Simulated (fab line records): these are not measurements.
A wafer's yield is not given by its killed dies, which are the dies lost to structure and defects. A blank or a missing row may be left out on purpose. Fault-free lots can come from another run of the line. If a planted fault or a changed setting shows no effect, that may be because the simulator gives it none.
One fault through the eyes of 2 desks :: flow gf180mcu :: each desk holds nothing but its own numbers, with what lay behind them at the end

## METROLOGY DESK
What the gauges read for every lot (on any tool): the sampled wafers with a number, averaged. A lot is out of limits, marked OUT, if its mean lies more than 4 standard deviations from the usual mean; the brackets give that distance.
Columns: A = HV_LDD_02_OVL at GF_HV_LDD_OVL_MEAS_32, usual 0.2 nm; B = cd nm at GF_HV_LDD_CD_MEAS_46, usual 400.3 nm; C = CONTACT_BOW at GF_CONTACT_BOW_MEAS_05, usual 65 um
lot: L817
first seen here: day 12 00:10
A: 0.6
B: 396.8
C: 63

lot: L818
first seen here: day 12 02:35
A: -1.5
B: 398.8
C: 71

lot: L819
first seen here: day 12 14:31
A: -1.6
B: 399.4
C: 71

lot: L820
first seen here: day 12 19:39
A: 3.7
B: 400.5
C: 61

lot: L821
first seen here: day 12 23:46
A: 0.1
B: 397.5
C: 60

lot: L829
first seen here: day 15 14:49
A: -122.8 (-72) OUT
B: 398.3
C: 58

lot: L831
first seen here: day 16 06:36
A: -124.2 (-73) OUT
B: 400.9
C: 70

lot: L833
first seen here: day 16 14:13
A: -0.7
B: 404.1
C: 68

lot: L834
first seen here: day 17 01:21
A: 0.1
B: 399.3
C: 65

lot: L836
first seen here: day 17 22:54
A: -1.3
B: 403.8
C: 72

lot: L838
first seen here: day 18 11:39
A: -1.9
B: 400.2
C: 69
Per this desk, out of limits: L829, L831; the first was L829, day 15 14:49 (HV_LDD_02_OVL at GF_HV_LDD_OVL_MEAS_32). Within limits: L817, L818, L819, L820, L821, L833, L834, L836, L838.

## THE TOOL OWNER'S DESK: iline stepper-01
The tool's own readings at GF_HV_LDD_EXPOSE_28 (exposes mask Nplus HV AREA, target cd 400 nm): means of the sampled wafers that have a number, for each lot that ran on this tool. A lot is out of limits, marked OUT, if its mean lies more than 4 standard deviations from the usual mean; the brackets give that distance.
Columns: A = focus offset nm at GF_HV_LDD_EXPOSE_28, usual 0.0 nm
lot: L820
first seen here: day 12 09:20
A: 0.9

lot: L829
first seen here: day 15 04:09
A: -0.8

lot: L831
first seen here: day 15 19:37
A: -0.5
This desk found nothing out of limits on any of the 3 lots.

## TAKEN TOGETHER
On L829, L831, the metrology desk was in a position to raise an alarm at day 15 14:49.
Nothing out of limits was seen by the tool owner's desk.
Tool owner's desk: L829, L831 on record, inside its limits.
The lots listed all ran GF_HV_LDD_EXPOSE_28 on iline stepper-01.

## WHAT HAD BEEN PUT IN BY THE SIMULATOR
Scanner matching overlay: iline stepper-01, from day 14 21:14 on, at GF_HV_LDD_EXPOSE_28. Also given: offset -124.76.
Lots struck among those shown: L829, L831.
Delay in hours, fault start to first out-of-limits reading, per desk: metrology desk 18.
